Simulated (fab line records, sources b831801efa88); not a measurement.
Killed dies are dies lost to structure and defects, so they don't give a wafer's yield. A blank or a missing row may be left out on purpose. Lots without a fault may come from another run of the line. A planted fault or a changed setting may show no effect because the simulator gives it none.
Which tool did it? | flow gf180mcu | 13 lots, 39 wafers sampled, at 1 step of a route of 602

WHAT THE GAUGES READ, wafer by wafer
GF_V2_CD_MEAS_14: target cd 260 nm. Usual: cd_nm 259.4 nm, standard deviation 1.4.
lot  | measured     | on        | cd_nm (nm)        | flag
L774 | day 20 07:55 | cd_sem-01 | 258.9 260.7 260.0 |
L775 | day 20 18:16 | cd_sem-01 | 259.1 259.4 258.4 |
L777 | day 21 09:41 | cd_sem-02 | 258.6 259.0 259.8 |
L778 | day 21 18:47 | cd_sem-01 | 259.3 258.9 257.7 |
L780 | day 22 19:14 | cd_sem-01 | 258.5 259.7 258.4 |
L781 | day 22 21:20 | cd_sem-02 | 261.2 260.6 260.7 |
L783 | day 23 19:21 | cd_sem-01 | 256.7 257.9 257.5 |
L784 | day 24 00:59 | cd_sem-02 | 260.5 259.7 260.5 |
L785 | day 24 09:08 | cd_sem-02 | 257.3 257.8 256.1 |
L789 | day 25 13:55 | cd_sem-02 | 258.1 258.0 258.0 |
L794 | day 27 05:23 | cd_sem-01 | 260.9 260.4 261.1 |
L795 | day 27 11:29 | cd_sem-01 | 259.2 260.5 259.1 |
L796 | day 27 20:35 | cd_sem-01 | 258.4 259.5 259.7 |

WHICH TOOL RAN EACH LOT (tool, then ch and the chambers of the sampled wafers, then the start)
The record holds no process step before these readings.

WHAT THE TOOLS THEMSELVES READ (means of the sampled wafers that have a number; where no wafer has one, the mark that the record gives instead)
The record holds no such reading with a usual standard deviation.

THE ANSWER, worked out from the rows above alone
Rule: a lot is off if the mean of its wafers that have a number lies more than 3 standard deviations from the usual mean. A lot without any number at a reading at which 4 lots or more have one is off too. The other lots that the step has rows for count as sound. The gauges are gone through in route order, then the tools' own readings, and for those a lot's mean is taken as printed above. The first step at which some lot is off is used, and at that step the reading that is off furthest; a lot without a number counts as furthest.
No lot is off at any reading shown: from this, nothing can be told.

WHAT THE SIMULATOR HAD PUT IN
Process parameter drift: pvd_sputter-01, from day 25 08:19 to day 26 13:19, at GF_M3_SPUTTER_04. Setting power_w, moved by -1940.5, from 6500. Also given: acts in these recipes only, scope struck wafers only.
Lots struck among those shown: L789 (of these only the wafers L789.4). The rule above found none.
